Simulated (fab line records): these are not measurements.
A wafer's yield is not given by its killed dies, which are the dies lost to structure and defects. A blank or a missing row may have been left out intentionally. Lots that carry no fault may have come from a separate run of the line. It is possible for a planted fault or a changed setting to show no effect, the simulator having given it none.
A sampling plan put to the test | flow sfqLine | each of the 23 faults these records tell of, on one fab line, judged from the records of the lots it struck
The line's own looks make up the plan; these are the steps of the route where a gauge or inspection reads the wafer and leaves it unchanged. A look is open to judgement when struck wafers have a number at it and the file gives its usual mean and standard deviation on fault-free wafers. Caught: a look later than the fault's first step finds the struck wafers' mean 4 or more of those standard deviations (sigma) from the usual mean. On the tool: the test repeated on the tool's own readings taken at the fault's steps. Caught also covers a different recipe on the struck wafers, or a record left blank for those wafers only.

## THE FAULTS, as the simulator had put them in
1. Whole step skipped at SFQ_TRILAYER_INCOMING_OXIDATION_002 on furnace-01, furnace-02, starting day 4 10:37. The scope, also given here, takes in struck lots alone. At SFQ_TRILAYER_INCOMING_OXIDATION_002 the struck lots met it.
2. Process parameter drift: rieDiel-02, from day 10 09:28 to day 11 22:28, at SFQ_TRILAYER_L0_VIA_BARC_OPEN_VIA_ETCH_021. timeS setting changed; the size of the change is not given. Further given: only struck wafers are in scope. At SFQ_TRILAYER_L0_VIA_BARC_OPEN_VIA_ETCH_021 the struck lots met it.
3. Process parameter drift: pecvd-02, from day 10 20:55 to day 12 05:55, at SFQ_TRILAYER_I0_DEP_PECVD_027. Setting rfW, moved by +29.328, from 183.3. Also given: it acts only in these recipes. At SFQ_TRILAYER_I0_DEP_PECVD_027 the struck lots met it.
4. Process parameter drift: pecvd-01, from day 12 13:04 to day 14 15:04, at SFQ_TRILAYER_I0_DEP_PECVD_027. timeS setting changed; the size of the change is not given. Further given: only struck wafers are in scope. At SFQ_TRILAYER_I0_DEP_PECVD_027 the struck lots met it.
5. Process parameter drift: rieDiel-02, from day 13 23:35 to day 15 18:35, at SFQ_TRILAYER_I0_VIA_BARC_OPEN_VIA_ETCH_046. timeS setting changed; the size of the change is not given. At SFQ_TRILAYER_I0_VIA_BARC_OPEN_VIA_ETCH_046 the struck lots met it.
6. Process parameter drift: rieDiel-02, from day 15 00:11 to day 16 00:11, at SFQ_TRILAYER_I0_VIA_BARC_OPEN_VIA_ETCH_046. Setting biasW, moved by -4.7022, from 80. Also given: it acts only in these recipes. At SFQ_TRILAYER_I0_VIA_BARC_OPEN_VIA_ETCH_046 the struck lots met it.
7. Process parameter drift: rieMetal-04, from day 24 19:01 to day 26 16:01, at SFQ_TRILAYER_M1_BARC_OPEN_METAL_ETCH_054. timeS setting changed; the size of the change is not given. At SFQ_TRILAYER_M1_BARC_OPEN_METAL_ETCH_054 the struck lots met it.
8. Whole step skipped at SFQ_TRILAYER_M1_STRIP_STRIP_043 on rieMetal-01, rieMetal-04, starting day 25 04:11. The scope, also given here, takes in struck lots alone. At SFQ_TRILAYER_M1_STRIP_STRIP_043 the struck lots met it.
9. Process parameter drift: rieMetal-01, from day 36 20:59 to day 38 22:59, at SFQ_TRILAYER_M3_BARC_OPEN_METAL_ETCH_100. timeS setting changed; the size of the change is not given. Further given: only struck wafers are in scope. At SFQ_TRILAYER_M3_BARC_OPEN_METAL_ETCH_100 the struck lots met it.
10. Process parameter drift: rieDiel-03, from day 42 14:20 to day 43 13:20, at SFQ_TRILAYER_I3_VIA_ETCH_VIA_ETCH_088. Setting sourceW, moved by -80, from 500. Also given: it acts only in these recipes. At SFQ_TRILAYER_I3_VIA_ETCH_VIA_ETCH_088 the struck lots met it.
11. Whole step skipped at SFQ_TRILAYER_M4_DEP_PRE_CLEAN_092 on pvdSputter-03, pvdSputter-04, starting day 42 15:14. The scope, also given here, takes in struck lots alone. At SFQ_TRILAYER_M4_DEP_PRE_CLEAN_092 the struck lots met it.
12. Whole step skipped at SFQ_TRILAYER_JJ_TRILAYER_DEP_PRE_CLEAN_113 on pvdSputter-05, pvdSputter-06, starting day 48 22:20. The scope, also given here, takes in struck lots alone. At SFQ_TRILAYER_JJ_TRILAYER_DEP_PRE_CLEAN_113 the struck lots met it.
13. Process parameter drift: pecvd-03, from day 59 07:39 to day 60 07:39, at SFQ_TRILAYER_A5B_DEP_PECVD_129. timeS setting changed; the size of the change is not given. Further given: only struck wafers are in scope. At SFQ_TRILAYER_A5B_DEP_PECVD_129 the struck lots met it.
14. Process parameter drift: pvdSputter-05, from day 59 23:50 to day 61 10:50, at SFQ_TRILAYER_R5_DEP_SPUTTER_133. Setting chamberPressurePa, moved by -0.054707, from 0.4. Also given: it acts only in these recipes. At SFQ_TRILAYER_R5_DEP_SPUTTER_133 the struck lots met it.
15. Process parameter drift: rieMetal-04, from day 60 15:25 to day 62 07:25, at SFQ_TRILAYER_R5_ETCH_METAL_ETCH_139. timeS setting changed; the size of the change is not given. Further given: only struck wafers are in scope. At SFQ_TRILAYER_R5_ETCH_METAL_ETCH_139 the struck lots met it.
16. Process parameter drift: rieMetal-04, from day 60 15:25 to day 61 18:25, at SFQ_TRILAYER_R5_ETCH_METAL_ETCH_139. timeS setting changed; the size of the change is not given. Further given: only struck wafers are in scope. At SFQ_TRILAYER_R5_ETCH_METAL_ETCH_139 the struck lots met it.
17. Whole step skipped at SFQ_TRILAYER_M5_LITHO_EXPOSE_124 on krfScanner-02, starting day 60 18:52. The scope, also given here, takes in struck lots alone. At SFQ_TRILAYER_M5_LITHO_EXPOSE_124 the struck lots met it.
18. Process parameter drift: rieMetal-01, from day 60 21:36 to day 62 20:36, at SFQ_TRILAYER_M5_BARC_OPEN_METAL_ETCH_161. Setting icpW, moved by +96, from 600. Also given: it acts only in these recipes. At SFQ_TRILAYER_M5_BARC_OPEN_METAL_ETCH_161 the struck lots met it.
19. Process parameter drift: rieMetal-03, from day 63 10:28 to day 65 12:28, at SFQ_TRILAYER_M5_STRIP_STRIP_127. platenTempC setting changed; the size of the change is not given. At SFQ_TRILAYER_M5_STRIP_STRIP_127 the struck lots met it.
20. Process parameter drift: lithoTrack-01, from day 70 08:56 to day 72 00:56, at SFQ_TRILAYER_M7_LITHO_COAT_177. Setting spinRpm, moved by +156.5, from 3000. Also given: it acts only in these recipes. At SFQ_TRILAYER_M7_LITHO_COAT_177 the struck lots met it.
21. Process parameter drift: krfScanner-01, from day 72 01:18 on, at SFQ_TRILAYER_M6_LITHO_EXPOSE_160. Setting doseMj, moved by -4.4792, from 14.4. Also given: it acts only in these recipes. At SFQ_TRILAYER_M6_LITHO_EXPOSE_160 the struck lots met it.
22. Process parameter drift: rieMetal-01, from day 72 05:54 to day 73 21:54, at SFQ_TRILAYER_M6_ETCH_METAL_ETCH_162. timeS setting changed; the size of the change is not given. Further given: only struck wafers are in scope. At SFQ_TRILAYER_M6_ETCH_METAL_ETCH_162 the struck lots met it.
23. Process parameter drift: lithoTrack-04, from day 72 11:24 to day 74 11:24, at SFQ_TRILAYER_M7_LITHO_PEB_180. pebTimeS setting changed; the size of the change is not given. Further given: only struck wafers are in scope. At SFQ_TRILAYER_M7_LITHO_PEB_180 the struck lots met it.

## WHAT THE PLAN SAW
fault | on the tool itself                               | first look that catches it                   | reading, sigma | median hours from its first step to that look | hours from the fault's start to the first struck lot there | judged looks passed uncaught
1     | the tool's record is blank for the struck wafers | not the one look that can be judged after it | -              | -                                             | -                                                          | 1
2     | only faintly: oesProductAu +4.0 sigma            | no look after it can be judged               | -              | -                                             | -                                                          | 0
3     | rfFwdPowerW +48 sigma                            | no look after it can be judged               | -              | -                                             | -                                                          | 0
4     | runLengthS -8.6 sigma                            | no look after it can be judged               | -              | -                                             | -                                                          | 0
5     | runLengthS +5.2 sigma                            | no look after it can be judged               | -              | -                                             | -                                                          | 0
6     | biasW -18 sigma                                  | no look after it can be judged               | -              | -                                             | -                                                          | 0
7     | runLengthS +16 sigma                             | no look after it can be judged               | -              | -                                             | -                                                          | 0
8     | the tool's record is blank for the struck wafers | not the one look that can be judged after it | -              | -                                             | -                                                          | 1
9     | oesProductAu +22 sigma                           | no look after it can be judged               | -              | -                                             | -                                                          | 0
10    | rfFwdPowerW -46 sigma                            | no look after it can be judged               | -              | -                                             | -                                                          | 0
11    | the tool's record is blank for the struck wafers | no look after it can be judged               | -              | -                                             | -                                                          | 0
12    | the tool's record is blank for the struck wafers | no look after it can be judged               | -              | -                                             | -                                                          | 0
13    | runLengthS -41 sigma                             | no look after it can be judged               | -              | -                                             | -                                                          | 0
14    | chamberPressurePa -65 sigma                      | no look after it can be judged               | -              | -                                             | -                                                          | 0
15    | runLengthS +17 sigma                             | no look after it can be judged               | -              | -                                             | -                                                          | 0
16    | runLengthS +29 sigma                             | no look after it can be judged               | -              | -                                             | -                                                          | 0
17    | no reading that can be judged                    | no look after it can be judged               | -              | -                                             | -                                                          | 0
18    | rfFwdPowerW +44 sigma                            | no look after it can be judged               | -              | -                                             | -                                                          | 0
19    | platenTempC +6.4 sigma                           | no look after it can be judged               | -              | -                                             | -                                                          | 0
20    | spinSpeedRpm +85 sigma                           | no look after it can be judged               | -              | -                                             | -                                                          | 0
21    | exposureDoseMJCm2 -99 or beyond sigma            | no look after it can be judged               | -              | -                                             | -                                                          | 0
22    | runLengthS -71 sigma                             | no look after it can be judged               | -              | -                                             | -                                                          | 0
23    | heaterPowerTotalW +20 sigma                      | no look after it can be judged               | -              | -                                             | -                                                          | 0
A dash: the fault isn't caught, or these records don't give the number.

Caught at a look: 0 of 23. Caught on the tool: 21 of 23. By one or the other: 21 of 23.
Caught on the tool alone: faults 1, 3, 4, 5, 6, 7, 8, 9, 10, 11, 12, 13, 14, 15, 16, 18, 19, 20, 21, 22, 23.
Caught by neither: faults 2, 17.
